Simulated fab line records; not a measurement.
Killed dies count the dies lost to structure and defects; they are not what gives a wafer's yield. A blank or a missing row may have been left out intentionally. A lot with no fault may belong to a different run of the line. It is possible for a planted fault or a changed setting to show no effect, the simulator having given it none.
The same fault as seen by 2 desks    flow sfq_line    what lay behind the numbers comes last; until then each desk has only its own

FROM THE METROLOGY DESK
What the gauges read, lot by lot, whatever tool the lot ran on: means of the sampled wafers that have a number. Any lot whose mean is over 4 standard deviations away from the usual mean is out of limits and marked OUT; that distance is given in the brackets.
Columns: A = M6_NB_RS at SFQ_M6_RS_MEAS_938, usual 0.886 ohm/sq; B = M6_OVL at SFQ_M6_OVL_MEAS_940, usual -2 nm
lot   first seen here  A      B
L408  day 76 09:37     0.885  -4
L410  day 76 13:12     0.889  -1
L412  day 77 13:13     0.876  2
L415  day 77 20:26     0.907  3
L424  day 79 16:19     0.889  -0
Result from this desk: across the 5 lots, nothing is out of limits.

THE TOOL OWNER'S DESK: litho_track-04
The tool's own readings at SFQ_TRILAYER_M6_LITHO_PEB_162 (peb time 60 s): means of the sampled wafers that have a number, for each lot that ran on this tool. Any lot whose mean is over 4 standard deviations away from the usual mean is out of limits and marked OUT; that distance is given in the brackets.
Columns: A = heater_power_total_W at SFQ_TRILAYER_M6_LITHO_PEB_162, usual 79.15 W; B = resist_line_temp_C at SFQ_TRILAYER_M6_LITHO_PEB_162, usual 23.01 C
lot   first seen here  A                B
L410  day 80 06:46     79.19            23.09
L415  day 81 13:51     80.30 (+19) OUT  23.02
This desk's verdict: out of limits on L415, starting with L415 at day 81 13:51 (heater_power_total_W at SFQ_TRILAYER_M6_LITHO_PEB_162). Within limits: L410.

BROUGHT TOGETHER
The tool owner's desk could have raised an alarm at day 81 13:51, on L415.
At the metrology desk, nothing out of limits was observed.
The metrology desk has L415 on record, within its limits.
On litho_track-04, each named lot ran SFQ_TRILAYER_M6_LITHO_PEB_162.

WHAT THE SIMULATOR HAD PUT IN
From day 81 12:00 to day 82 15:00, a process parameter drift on litho_track-04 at SFQ_TRILAYER_M6_LITHO_PEB_162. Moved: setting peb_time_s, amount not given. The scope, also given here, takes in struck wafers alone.
Lots struck among those shown: L415.
How many hours passed from the start of the fault until each desk's first out-of-limits reading: the tool owner's desk, 2.
